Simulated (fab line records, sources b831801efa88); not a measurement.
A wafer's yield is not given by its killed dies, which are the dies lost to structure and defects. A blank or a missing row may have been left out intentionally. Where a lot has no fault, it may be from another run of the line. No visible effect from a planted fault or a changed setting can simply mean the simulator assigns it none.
Which tool was responsible? ; flow sky130 ; route of 708 steps, sampled at 1 step: 7 lots, 21 wafers

## WHAT THE GAUGES SHOWED, per wafer
SKY_FIELD_ISO_THK_MEAS_04.
lot;measured;on;FIELD_ISO_CVD_03_THK (nm)
L781;day 1 20:14;film-metro-04;164.6 164.9 165.8
L784;day 2 13:04;film-metro-03;163.9 164.3 165.7
L788;day 3 08:01;film-metro-04;163.2 164.5 164.0
L791;day 3 22:16;film-metro-04;166.4 167.4 166.2
L793;day 4 07:08;film-metro-04;159.1 160.5 159.9
L798;day 5 07:50;film-metro-04;164.9 165.1 165.9
L802;day 6 03:30;film-metro-01;164.4 165.7 166.4

## TOOL THAT RAN EACH LOT (tool first, then ch and the chambers of the sampled wafers, then the start)
The record holds no process step before these readings.

## THE ANSWER, worked out from the rows above alone
Rule: usual is defined by the lots themselves. Put in order of their means at a reading, lots are off if they are a third of the lots or fewer, leave a main group of 4 or more, and stand apart from it by a gap of 3 or more times the standard deviation of the main group's means; of several such gaps the widest counts. If all means in a main group match to the digits the tables above print for the reading, that group is not used. A lot without any number at a reading at which 4 lots or more have one is off too. Any other lot the step has rows for is counted as sound.
Off: L793, seen at SKY_FIELD_ISO_THK_MEAS_04 (FIELD_ISO_CVD_03_THK). Mean 165.2 nm and standard deviation 0.84 in the main group.
A tool fits if, at a process step before that reading, it ran every lot that is off, and no sound lot after the first of them. Those tools and the gauges at SKY_FIELD_ISO_THK_MEAS_04 are tried in the same way. Of those tried, none fits.

## WHAT WAS PUT IN BY THE SIMULATOR
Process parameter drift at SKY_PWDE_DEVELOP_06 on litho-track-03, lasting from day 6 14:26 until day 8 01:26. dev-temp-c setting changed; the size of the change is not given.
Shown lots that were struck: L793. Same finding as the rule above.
